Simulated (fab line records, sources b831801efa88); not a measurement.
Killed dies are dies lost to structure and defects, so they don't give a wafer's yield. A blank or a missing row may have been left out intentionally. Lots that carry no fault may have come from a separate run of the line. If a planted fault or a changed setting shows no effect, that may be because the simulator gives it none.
Comparing a struck lot with a sound one || flow sky130 || 15 out of 708 route steps
Sound: wafers L372.1, L372.5, L372.6. The struck wafers were L378.2, L378.4, L378.5. At the end, the cause is stated.
For every step that has rows: the tool of each side, followed by ch and its chambers, followed by its first start. Under that, the readings that differ: sound wafers || struck wafers || difference of the means || sigmas: that difference in standard deviations of wafers without a fault.
alike: a reading whose means differ by less than 2 such deviations, as well as words and numbers matching on both sides. not compared: withheld readings; readings where some wafer has no value; bounds like >300 that might hide an equal value; numbers whose values overlap and for which the record gives no deviation.
Wherever a step has rows on one side only, a row that says differs or no value, or a row with sigmas, the two part there. Numbers that don't overlap but have no deviation are shown without sigmas and don't part them. Lack of a reading on every wafer of one side parts them only where that side has two or more wafers.

first, 3 steps without rows for these wafers: SKY_METAL1_EXPOSE_12 (exposes mask MM1, target cd 140 nm); SKY_METAL1_PEB_13; SKY_METAL1_DEVELOP_14 (develop time 60 s).
SKY_METAL1_CD_MEAS_15 targets a cd of 140 nm.
  sound on cdSem-01 at day 33 14:01; struck on cdSem-01 at day 35 03:05
  alike: cdNm
SKY_METAL1_OVL_MEAS_16:
  sound on overlay-01 at day 33 14:08; struck on overlay-02 at day 35 03:11
{"reading": "METAL1_OVL (nm)", "sound": "13 1 3", "struck": "-3 -7 -12", "difference": -13, "sigmas": -2}
SKY_METAL1_DESCUM_17: chemistry O2, time 8 s.
  sound on rieMetal-03 ch 0,1, day 33 14:11; struck on rieMetal-03 ch 0, day 35 03:14
  alike: drypumpMotorCurrentA, oesProductAu
  not compared: rfHoursCounterH
SKY_METAL1_ETCH_18: etches BARC in N2/H2, stops on SiO2, time 45.9 s, target depth 60 nm.
  sound on rieMetal-03 ch 0,1, day 33 14:13; struck on rieMetal-03 ch 0, day 35 03:19
  alike: drypumpMotorCurrentA, oesProductAu, throttleValvePct
  not compared: rfHoursCounterH
SKY_METAL1_METAL_ETCH_19: etches the open film in Cl2/BCl3, stops on SiO2, target depth 360 nm, time 78 s.
  sound on rieMetal-03 ch 0,1, day 33 14:16; struck on rieMetal-03 ch 0, day 35 03:26
  alike: drypumpMotorCurrentA, oesProductAu, throttleValvePct
  not compared: rfHoursCounterH
SKY_METAL1_STRIP_20: strips in O2/N2.
  sound on plasmaAsher-01 ch 0,1, day 33 14:22; struck on plasmaAsher-04 ch 0,1, day 35 03:35
  alike: drypumpMotorCurrentA, oesProductAu, stripTimeToEndpointS
  not compared: rfHoursCounterH
then, 3 steps without rows for these wafers: SKY_METAL1_STRIP_21 (strips in post etch residue remover, time 1200 s); SKY_METAL1_CLEAN_22 (cleans in IPA, time 180 s); SKY_METAL1_CLEAN_23 (cleans in O3/DIW).
SKY_VIA1_HDPCVD_00: deposits SiO2, target thk 1030 nm, time 171.7 s.
  sound on hdpcvd-02 ch 1,2, day 33 14:58; struck on hdpcvd-01 ch 0,2, day 35 04:11
{"reading": "model.SiO2_of_VIA1_HDPCVD_00.thkNm (nm)", "sound": "1051 1048 1058", "struck": "719.1 721.2 724.9", "difference": -330.6, "sigmas": ""}
SKY_VIA1_THK_MEAS_01:
  sound on filmMetro-01 at day 33 15:04; struck on filmMetro-02 at day 35 04:19
{"reading": "VIA1_HDPCVD_THK (nm)", "sound": "1051 1048 1059", "struck": "719 721 724", "difference": -331, "sigmas": -33}
SKY_VIA1_CMP_02: polishes SiO2.
  sound on cmp-01 ch 0,2,3, day 33 15:17; struck on cmp-01 ch 1,3, day 35 04:25
  alike: motorCurrentA, slurryFilterDpKPa

== WHERE THEY PART ==
First at SKY_METAL1_OVL_MEAS_16; last, within this record, at SKY_VIA1_THK_MEAS_01. Later steps at which nothing parts them and some readings are alike: SKY_VIA1_CMP_02.

WHY: what had been put in by the simulator
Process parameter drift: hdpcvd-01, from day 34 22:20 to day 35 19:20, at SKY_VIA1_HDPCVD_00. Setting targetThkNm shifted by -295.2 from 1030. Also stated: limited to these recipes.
